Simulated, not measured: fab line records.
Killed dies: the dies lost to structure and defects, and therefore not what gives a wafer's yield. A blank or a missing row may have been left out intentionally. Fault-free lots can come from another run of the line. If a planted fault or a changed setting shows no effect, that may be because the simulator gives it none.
Matching of chambers ; flow sky130 ; SKY_VIA2_CMP_24 on cmp-01 has 4 sister chambers
The step polishes, stops on SiO2, t overpolish 20 s, target thk 0 nm. 7 wafers are shown with their chamber, then 7 later ones without.

EACH WAFER AND ITS CHAMBER
wafer;chamber;motor_current_A (A)
L855.1;1;9.8
L855.5;3;11.4
L863.3;3;11.5
L863.4;0;11.5
L863.6;2;11.7
L868.1;0;11.7
L868.2;2;12.2

WAFERS MISSING THEIR CHAMBER
wafer;motor_current_A (A)
L868.6;12.0
L869.2;10.1
L869.3;12.6
L869.6;12.2
L871.2;12.1
L871.3;9.8
L871.4;11.6

WHICH CHAMBER EACH ONE RAN IN
wafer;from the rows above;in truth
L868.6;can't be placed: 2 or 0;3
L869.2;1;1
L869.3;can't be placed: 2 or 0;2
L869.6;can't be placed: 2 or 0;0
L871.2;can't be placed: 2 or 0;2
L871.3;1;1
L871.4;can't be placed: 0 or 3 or 2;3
2 of 7 placed correctly. These rows do not allow placing 5 (true chamber among the candidates in 4). 0 placed wrongly.
How it was worked out, from the rows above alone: a wafer's distance from a chamber is the root of the sum, over the readings, of the square of ((its reading less the chamber's mean) divided by the reading's scatter). If the next closest chamber is less than 2 further off than the closest, the wafer can't be placed; otherwise it belongs to the closest. The mean given for a chamber averages the wafers shown for that chamber. The scatter is the square root of a quotient: the sum, over the shown wafers, of each reading's squared deviation from its chamber's mean, divided by wafers minus chambers.
